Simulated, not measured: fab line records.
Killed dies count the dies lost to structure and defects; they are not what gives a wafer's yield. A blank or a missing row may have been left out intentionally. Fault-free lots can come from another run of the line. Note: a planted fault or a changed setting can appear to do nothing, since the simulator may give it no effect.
Which of the tools did it? | flow sky130 | Sampling: 6 lots, 18 wafers, 3 of 708 route steps

WHAT EACH GAUGE READ, for each wafer
SKY_VIA2_THK_MEAS_01.
lot  | measured     | on            | VIA2_HDPCVD_THK (nm)
L333 | day 36 13:24 | film-metro-04 | 1170 1163 1174
L336 | day 36 15:26 | film-metro-04 | 1201 1187 1181
L339 | day 37 13:03 | film-metro-04 | 1185 1193 1184
L343 | day 38 08:04 | film-metro-02 | 2411 2394 2401
L346 | day 39 06:45 | film-metro-02 | 2388 2365 2378
L351 | day 41 03:19 | film-metro-02 | 1179 1197 1174

WHAT TOOL EACH LOT RAN ON (gives the tool, then ch and the chambers of the sampled wafers, and finally the start)
lot  | SKY_METAL2_DESCUM_17              | SKY_VIA2_HDPCVD_00
L333 | rie-metal-04 ch 0,1, day 36 11:49 | hdpcvd-02 ch 0,1,2, day 36 13:16
L336 | rie-metal-02 ch 0,1, day 36 14:28 | hdpcvd-01 ch 0,2, day 36 15:18
L339 | rie-metal-01 ch 0,1, day 37 12:06 | hdpcvd-02 ch 0,1,2, day 37 12:55
L343 | rie-metal-01 ch 0,1, day 38 06:46 | hdpcvd-01 ch 0,1, day 38 07:38
L346 | rie-metal-04 ch 0,1, day 39 05:34 | hdpcvd-02 ch 1,2, day 39 06:20
L351 | rie-metal-02 ch 0, day 41 02:21   | hdpcvd-02 ch 2, day 41 03:08
- SKY_METAL2_DESCUM_17: chemistry O2, time 8 s.
- SKY_VIA2_HDPCVD_00: deposits SiO2, target thk 1180 nm, time 196.7 s.

THE ANSWER, worked out from the rows above alone
Rule: the usual values come from the lots themselves. Put in order of their means at a reading, lots are off if they are a third of the lots or fewer, leave a main group of 4 or more, and stand apart from it by a gap of 3 or more times the standard deviation of the main group's means; of several such gaps the widest counts. Not used: any main group whose means are identical at the precision the tables above print for the reading. Also off: a lot with no number at a reading for which 4 or more lots have one. Any other lot the step has rows for is counted as sound.
Off: L343, L346, seen at SKY_VIA2_THK_MEAS_01 (VIA2_HDPCVD_THK). For the main group the mean is 1182 nm and the standard deviation 8.
If a tool, at a process step before that reading, ran all the lots that are off and no sound lot after the first of them, it fits. The gauges at SKY_VIA2_THK_MEAS_01 are tried like those tools. None of those tried fits.

WHAT THE SIMULATOR HAD INSERTED
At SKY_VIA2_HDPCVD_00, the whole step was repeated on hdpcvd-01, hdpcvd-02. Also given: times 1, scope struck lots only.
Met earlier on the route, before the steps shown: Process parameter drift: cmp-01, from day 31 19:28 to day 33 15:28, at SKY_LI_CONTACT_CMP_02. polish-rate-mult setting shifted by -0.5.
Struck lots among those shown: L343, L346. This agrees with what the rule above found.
